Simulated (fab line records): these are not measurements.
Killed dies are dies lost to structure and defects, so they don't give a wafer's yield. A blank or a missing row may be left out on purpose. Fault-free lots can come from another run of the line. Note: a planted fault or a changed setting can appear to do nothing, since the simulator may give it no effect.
Which of the tools did it? :: flow sfqLine :: 7 lots (21 wafers sampled), 1 step of a 325-step route

## WHAT THE GAUGES READ, wafer by wafer
SFQ_I0_OVL_MEAS_908.
lot: L999
measured: day 13 08:20
on: overlay-02
I0_OVL (nm): -1 3 1

lot: L101
measured: day 13 20:19
on: overlay-02
I0_OVL (nm): 2 1 7

lot: L104
measured: day 15 14:03
on: overlay-02
I0_OVL (nm): -4 6 5

lot: L110
measured: day 17 22:11
on: overlay-01
I0_OVL (nm): -6 -3 -4

lot: L112
measured: day 18 10:12
on: overlay-01
I0_OVL (nm): 8 6 12

lot: L115
measured: day 19 10:11
on: overlay-01
I0_OVL (nm): 7 3 3

lot: L118
measured: day 20 05:24
on: overlay-01
I0_OVL (nm): -8 -4 -2

## EACH LOT AND THE TOOL THAT RAN IT (in order: tool; ch and the chambers of the sampled wafers; start)
Before these readings, the record contains no process step.

## THE ANSWER, worked out from the rows above alone
Rule: the lots themselves supply what counts as usual. The widest of any qualifying gaps counts: lots, ordered by their means at a reading, are off when they make up no more than a third of the lots, leave a main group of 4 or more, and stand apart from it by 3 or more times the standard deviation of that group's means. The tables above print the reading to a certain number of digits; a main group whose means all agree to those digits is not used. A lot without any number at a reading at which 4 lots or more have one is off too. The other lots that the step has rows for count as sound.
No lot is off on any of the readings shown, so nothing can be concluded from this.

## WHAT HAD BEEN PUT IN BY THE SIMULATOR
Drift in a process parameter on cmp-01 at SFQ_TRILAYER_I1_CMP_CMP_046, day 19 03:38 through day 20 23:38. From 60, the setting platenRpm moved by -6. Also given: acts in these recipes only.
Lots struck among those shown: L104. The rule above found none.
